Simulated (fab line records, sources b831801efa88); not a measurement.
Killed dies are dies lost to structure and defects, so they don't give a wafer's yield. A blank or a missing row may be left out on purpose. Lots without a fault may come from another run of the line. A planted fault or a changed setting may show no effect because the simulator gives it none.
A struck lot beside a sound one | flow gf180mcu | 43 steps out of a route of 602
Sound: wafers L649.2, L649.4, L649.6. Struck: wafers L641.1, L641.4, L641.6. The cause comes at the end.
At each step with rows: each side's tool, then ch and its chambers, then its first start. Under that, the readings that differ: sound wafers | struck wafers | difference of the means | sigmas: that difference in standard deviations of wafers without a fault.
alike: readings whose means differ by less than 2 such deviations, and words and numbers that are the same on both sides. not compared: withheld readings, readings that some wafer has no value for, bounds like >300 that may hide the same value, and numbers for which the record gives no deviation and whose values overlap.
The two part at a step that has a row with sigmas, a row that says differs or no value, or rows on one side only. Numbers that don't overlap but have no deviation are shown without sigmas and don't part them. A reading that every wafer of one side lacks parts them only if that side has two wafers or more.

first, 6 steps without rows for these wafers: GF_POLY_GATE_COAT_04; GF_POLY_GATE_COAT_05 (resist thk 700 nm); GF_POLY_GATE_SOFTBAKE_06 (time 60 s); GF_POLY_GATE_EXPOSE_07 (exposes mask Poly2, target cd 280 nm); GF_POLY_GATE_PEB_08 (peb time 90 s); GF_POLY_GATE_DEVELOP_09 (develop time 60 s).
GF_POLY_GATE_CD_MEAS_10: target cd 280 nm.
  sound on cd_sem-02, day 14 23:56; struck on cd_sem-01, day 12 12:22
  alike: cd_nm
GF_POLY_GATE_OVL_MEAS_11:
  sound on overlay-02, day 15 00:02; struck on overlay-02, day 12 12:29
  alike: POLY_GATE_OVL
GF_POLY_GATE_ETCH_12: etches BARC in N2/H2.
  sound on rie_diel-02 ch 0,1,3, day 15 00:04; struck on rie_diel-02 ch 0,1,3, day 12 12:32
  alike: bias_w, drypump_motor_current_A, oes_product_au, throttle_valve_pct
GF_POLY_GATE_ETCH_13: etches poly-Si in HBr/Cl2, stops on SiO2, target depth 198.5 nm, time 69.6 s.
  sound on rie_si-02 ch 1,3, day 15 00:07; struck on rie_si-01 ch 1,2,3, day 12 12:35
  alike: bias_w, drypump_motor_current_A, he_backside_leak_sccm, oes_product_au, throttle_valve_pct
  not compared: rf_hours_counter_h
GF_POLY_GATE_STRIP_14: strips in O2/N2.
  sound on plasma_asher-02 ch 0, day 15 00:10; struck on plasma_asher-03 ch 0, day 12 12:38
  alike: drypump_motor_current_A, heater_power_w, oes_product_au
  not compared: rf_hours_counter_h
then, 1 step without rows for these wafers: GF_POLY_GATE_CLEAN_15 (cleans in SC1/SC2, time 150 s).
GF_POLY_GATE_OXIDATION_16: stabilise 600 s, purge 300 s, target thk 4 nm.
  sound on furnace-02 ch 0, day 15 04:56; struck on furnace-02 ch 0, day 12 16:35
  alike: tube_center_temp_C
GF_POLY_GATE_THK_MEAS_17:
  sound on film_metro-04, day 15 06:12; struck on film_metro-04, day 12 17:50
  alike: POLY_GATE_OXIDATION_THK
GF_POLY_GATE_CD_MEAS_18:
  sound on cd_sem-01, day 15 06:17; struck on cd_sem-01, day 12 17:53
  alike: cd_nm
then, 7 steps without rows for these wafers: GF_HV_LDD_DEHYDRATE_00 (time 60 s); GF_HV_LDD_HMDS_01 (prime time 60 s); GF_HV_LDD_COAT_02 (resist thk 1000 nm); GF_HV_LDD_SOFTBAKE_03 (time 60 s); GF_HV_LDD_EXPOSE_04 (exposes mask Nplus LV AREA, target cd 400 nm); GF_HV_LDD_PEB_05; GF_HV_LDD_DEVELOP_06 (develop time 57.53 s).
GF_HV_LDD_CD_MEAS_07: target cd 400 nm.
  sound on cd_sem-02, day 16 02:48; struck on cd_sem-02, day 13 12:52
  alike: cd_nm
GF_HV_LDD_OVL_MEAS_08:
  sound on overlay-01, day 16 02:55; struck on overlay-01, day 13 12:59
  alike: HV_LDD_OVL
then, 1 step without rows for these wafers: GF_HV_LDD_IMPLANT_09.
GF_HV_LDD_STRIP_10: strips in O2/N2.
  sound on plasma_asher-03 ch 0,1, day 16 03:05; struck on plasma_asher-04 ch 0,1, day 13 13:10
  alike: drypump_motor_current_A, heater_power_w, oes_product_au, strip_time_to_endpoint_s
  not compared: rf_hours_counter_h
GF_HV_LDD_TW_MEAS_11:
  sound on film_metro-03, day 16 03:12; struck on film_metro-01, day 13 13:16
  alike: HV_LDD_TW
then, 7 steps without rows for these wafers: GF_HV_LDD_DEHYDRATE_12 (time 60 s); GF_HV_LDD_HMDS_13 (prime time 60 s); GF_HV_LDD_COAT_14 (resist thk 1000 nm); GF_HV_LDD_SOFTBAKE_15 (time 60 s); GF_HV_LDD_EXPOSE_16 (exposes mask Pplus LV AREA, target cd 400 nm); GF_HV_LDD_PEB_17; GF_HV_LDD_DEVELOP_18 (develop time 60 s).
GF_HV_LDD_CD_MEAS_19: target cd 400 nm.
  sound on cd_sem-01, day 17 00:54; struck on cd_sem-01, day 14 08:43
  alike: cd_nm
GF_HV_LDD_OVL_MEAS_20:
  sound on overlay-01, day 17 01:00; struck on overlay-01, day 14 08:50
  alike: HV_LDD_01_OVL
then, 1 step without rows for these wafers: GF_HV_LDD_IMPLANT_21.
GF_HV_LDD_STRIP_22: strips in O2/N2.
  sound on plasma_asher-04 ch 1, day 17 01:11; struck on plasma_asher-03 ch 0,1, day 14 09:01
  alike: drypump_motor_current_A, heater_power_w, oes_product_au, strip_time_to_endpoint_s
  not compared: rf_hours_counter_h
GF_HV_LDD_TW_MEAS_23:
  sound on film_metro-02, day 17 01:17; struck on film_metro-01, day 14 09:07
  reading     | sound          | struck         | difference | sigmas
  HV_LDD_2_TW | 1062 1059 1059 | 1044 1041 1039 | -19        | -2
then, 3 steps without rows for these wafers: GF_HV_LDD_DEHYDRATE_24 (time 60 s); GF_HV_LDD_HMDS_25 (prime time 60 s); GF_HV_LDD_COAT_26 (resist thk 1000 nm).
-- the record jumps here: 18 days lie between the struck wafers' starts before and after (it left off in module HV_LDD and takes up again in module PASSIVATION, whose first step shown is number 602 of the route) --
GF_PASSIVATION_PROBE_99:
  the record has rows for the struck wafers here (prober-02, day 32 05:46) and none for the sound ones

WHERE THEY PART
First at GF_HV_LDD_TW_MEAS_23; last, within this record, at GF_PASSIVATION_PROBE_99.

WHY: what the simulator had put in
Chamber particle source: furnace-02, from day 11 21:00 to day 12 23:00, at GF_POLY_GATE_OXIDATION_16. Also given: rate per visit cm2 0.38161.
